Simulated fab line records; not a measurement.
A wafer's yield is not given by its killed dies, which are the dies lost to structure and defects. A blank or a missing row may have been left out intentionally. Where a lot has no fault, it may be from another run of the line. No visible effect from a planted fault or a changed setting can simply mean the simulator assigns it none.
Comparing a struck lot with a sound one || flow sky130 || 14 steps out of a route of 708
Sound: these wafers, L939.1, L939.3, L939.5. The struck wafers were L944.2, L944.5, L944.6. The cause is given at the end.
Per side, at each step with rows, come the tool, then ch with its chambers, and then its first start. Under that, the readings that differ: sound wafers || struck wafers || difference of the means || sigmas: that difference in standard deviations of wafers without a fault.
alike: words and numbers the same on both sides, and readings whose means are apart by under 2 such deviations; not compared: readings that were withheld, readings missing a value for some wafer, numbers with overlapping values and no deviation given by the record, and bounds like >300 which may hide the same value.
Wherever a step has rows on one side only, a row that says differs or no value, or a row with sigmas, the two part there. Numbers that don't overlap but have no deviation are shown without sigmas and don't part them. A reading that every wafer of one side lacks parts them only if that side has two wafers or more.

first, 2 steps without rows for these wafers: SKY_VT_ADJUST_LVTN_PEB_05; SKY_VT_ADJUST_LVTN_DEVELOP_06 (develop time 60 s).
SKY_VT_ADJUST_LVTN_OVL_MEAS_07:
  sound on overlay-02, day 10 07:29; struck on overlay-02, day 11 16:28
  alike: VT_ADJUST_LVTN_OVL
next, for these wafers, 1 step has no rows: SKY_VT_ADJUST_LVTN_IMPLANT_08.
SKY_VT_ADJUST_LVTN_STRIP_09: strips in O2/N2.
  sound on plasmaAsher-02 ch 0,1, day 10 07:40; struck on plasmaAsher-02 ch 0,1, day 11 16:39
  alike: chamberPressureMTorr, drypumpMotorCurrentA, oesProductAu, stripTimeToEndpointS
  not compared: rfHoursCounterH
SKY_VT_ADJUST_LVTN_TW_MEAS_10:
  sound on filmMetro-03, day 10 07:46; struck on filmMetro-03, day 11 16:46
  alike: VT_ADJUST_LVTN_TW
then, 6 steps without rows for these wafers: SKY_VT_ADJUST_LVTN_DEHYDRATE_11 (time 60 s); SKY_VT_ADJUST_LVTN_HMDS_12 (prime time 60 s); SKY_VT_ADJUST_LVTN_COAT_13 (resist thk 1140 nm); SKY_VT_ADJUST_LVTN_SOFTBAKE_14 (time 60 s); SKY_VT_ADJUST_LVTN_EXPOSE_15 (exposes mask HVN STD DERIVED, target cd 600 nm); SKY_VT_ADJUST_LVTN_PEB_16.
SKY_VT_ADJUST_LVTN_DEVELOP_17: develop time 60 s.
  sound on lithoTrack-02 ch 0, day 11 06:05; struck on lithoTrack-01, day 12 17:05
  no value came back on the struck wafers for chillPlateTempC (C), developTimeS (s); on the sound wafers chillPlateTempC (C) reads 22.97 22.96 23.00
SKY_VT_ADJUST_LVTN_OVL_MEAS_18:
  sound on overlay-02, day 11 06:14; struck on overlay-02, day 12 17:13
{"reading": "VT_ADJUST_LVTN_01_OVL (nm)", "sound": "-1.6 -1.0 -1.7", "struck": "- - -", "difference": "no value on the struck wafers", "sigmas": ""}

== WHERE THEY PART ==
Last at SKY_VT_ADJUST_LVTN_OVL_MEAS_18 as far as this record goes, first at SKY_VT_ADJUST_LVTN_DEVELOP_17.

WHY: what had been put in by the simulator
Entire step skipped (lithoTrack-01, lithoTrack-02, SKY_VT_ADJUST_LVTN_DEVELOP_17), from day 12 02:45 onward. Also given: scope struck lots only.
